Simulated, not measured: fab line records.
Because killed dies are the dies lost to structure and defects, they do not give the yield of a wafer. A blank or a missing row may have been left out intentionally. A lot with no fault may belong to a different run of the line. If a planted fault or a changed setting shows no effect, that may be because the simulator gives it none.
Matching of chambers :: flow gf180mcu :: rie_si-02 running GF_STI_ETCH_14: 4 sister chambers
The step etches Si in HBr/Cl2/O2, target depth 360 nm, time 102.9 s. 4 wafers are shown with their chamber, then 9 later ones without.

WAFERS PAIRED WITH THEIR CHAMBERS
wafer: L436.2
chamber: 2
drypump_motor_current_A (A): 5.8

wafer: L444.2
chamber: 0
drypump_motor_current_A (A): 5.5

wafer: L444.3
chamber: 1
drypump_motor_current_A (A): 5.8

wafer: L444.4
chamber: 3
drypump_motor_current_A (A): 5.5

WAFERS WITH NO CHAMBER GIVEN
wafer: L447.3
drypump_motor_current_A (A): 5.4

wafer: L447.4
drypump_motor_current_A (A): 5.4

wafer: L447.5
drypump_motor_current_A (A): 5.4

wafer: L450.3
drypump_motor_current_A (A): 5.5

wafer: L450.4
drypump_motor_current_A (A): 5.8

wafer: L450.6
drypump_motor_current_A (A): 5.7

wafer: L451.1
drypump_motor_current_A (A): 5.7

wafer: L451.2
drypump_motor_current_A (A): 5.4

wafer: L451.5
drypump_motor_current_A (A): 5.8

CHAMBER TAKEN BY EACH
wafer: L447.3
from the rows above: can't be placed: 0 or 3
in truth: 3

wafer: L447.4
from the rows above: can't be placed: 0 or 3
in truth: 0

wafer: L447.5
from the rows above: can't be placed: 0 or 3
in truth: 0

wafer: L450.3
from the rows above: can't be placed: 0 or 3
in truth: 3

wafer: L450.4
from the rows above: can't be placed: 1 or 2
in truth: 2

wafer: L450.6
from the rows above: can't be placed: 1 or 2 or 0 or 3
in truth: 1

wafer: L451.1
from the rows above: can't be placed: 1 or 2 or 0 or 3
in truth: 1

wafer: L451.2
from the rows above: can't be placed: 0 or 3
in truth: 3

wafer: L451.5
from the rows above: can't be placed: 1 or 2
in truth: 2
Correct placement for 0 of the 9. Can't be placed from these rows: 9 (the true chamber is among the candidates in 9). Placed wrongly: 0.
How it was worked out, from the rows above alone: a wafer's distance from a chamber is the root of the sum, over the readings, of the square of ((its reading less the chamber's mean) divided by the reading's scatter). The wafer belongs to the nearest chamber; if the next one is less than 2 further off, it can't be placed. For every chamber, the mean is computed from those of its wafers that are shown. The scatter: root of mean squared gap, hidden wafer to nearest shown wafer, with one shown wafer a chamber.
